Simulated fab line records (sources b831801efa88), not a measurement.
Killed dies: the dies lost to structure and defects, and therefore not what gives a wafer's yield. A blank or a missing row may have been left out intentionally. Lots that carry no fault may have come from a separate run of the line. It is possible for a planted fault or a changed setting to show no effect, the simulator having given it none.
What tool caused it? | flow gf180mcu | 72 wafers sampled from 24 lots at 1 step of a route of 602

WHAT THE GAUGES READ, wafer by wafer
GF_POLY_GATE_CD_MEAS_18.
lot  | measured     | on       | cdNm (nm)
L074 | day 9 03:04  | cdSem-01 | 280.4 279.9 280.0
L075 | day 9 17:59  | cdSem-02 | 281.0 281.6 279.9
L076 | day 9 23:02  | cdSem-02 | 281.4 279.5 279.1
L077 | day 10 06:31 | cdSem-01 | 277.6 278.6 279.5
L078 | day 10 13:46 | cdSem-01 | 280.4 281.2 281.3
L079 | day 10 18:25 | cdSem-01 | 280.6 281.2 282.7
L080 | day 11 00:03 | cdSem-01 | 278.8 279.5 277.8
L081 | day 11 10:08 | cdSem-01 | 280.4 279.9 281.1
L082 | day 11 15:27 | cdSem-02 | 280.3 279.7 280.2
L083 | day 11 20:02 | cdSem-02 | 283.1 283.4 283.4
L084 | day 12 05:16 | cdSem-02 | 280.4 281.5 280.4
L085 | day 12 12:59 | cdSem-02 | 283.0 283.5 283.0
L086 | day 12 21:29 | cdSem-01 | 278.3 279.1 279.4
L087 | day 13 03:07 | cdSem-01 | 278.2 278.1 277.9
L088 | day 13 10:13 | cdSem-02 | 279.8 279.4 282.4
L089 | day 13 17:20 | cdSem-01 | 280.3 280.7 280.1
L090 | day 14 00:20 | cdSem-01 | 282.8 280.0 280.0
L091 | day 14 10:14 | cdSem-02 | 283.7 281.2 282.2
L092 | day 14 20:44 | cdSem-02 | 279.0 278.7 278.3
L093 | day 15 03:23 | cdSem-01 | 280.8 282.2 281.4
L094 | day 15 08:11 | cdSem-01 | 281.6 282.6 281.6
L095 | day 15 12:55 | cdSem-01 | 282.0 282.3 283.0
L096 | day 15 18:32 | cdSem-01 | 279.3 281.2 280.3
L097 | day 16 05:35 | cdSem-02 | 281.8 281.8 281.4

WHICH TOOL RAN EACH LOT (tool, then ch and the chambers of the sampled wafers, then the start)
Record: no process step prior to these readings.

WHAT THE TOOLS THEMSELVES READ (means of the sampled wafers that have a number; where no wafer has one, the mark that the record gives instead)
The record holds no such reading with a usual standard deviation.

THE ANSWER, worked out from the rows above alone
Rule: the usual values come from the lots themselves. The widest of any qualifying gaps counts: lots, ordered by their means at a reading, are off when they make up no more than a third of the lots, leave a main group of 4 or more, and stand apart from it by 3 or more times the standard deviation of that group's means. A main group whose means are all the same, to the digits that the tables above print for the reading, isn't used. Also off: a lot with no number at a reading for which 4 or more lots have one. Any other lot the step has rows for is counted as sound. Order of review: gauges by route order, followed by the tools' own readings, for which a lot's mean as printed above is used. The first step at which some lot is off is used, and at that step the reading that is off furthest; a lot without a number counts as furthest.
Across all readings shown, no lot is off: no conclusion can be drawn from this.

WHAT THE SIMULATOR HAD INSERTED
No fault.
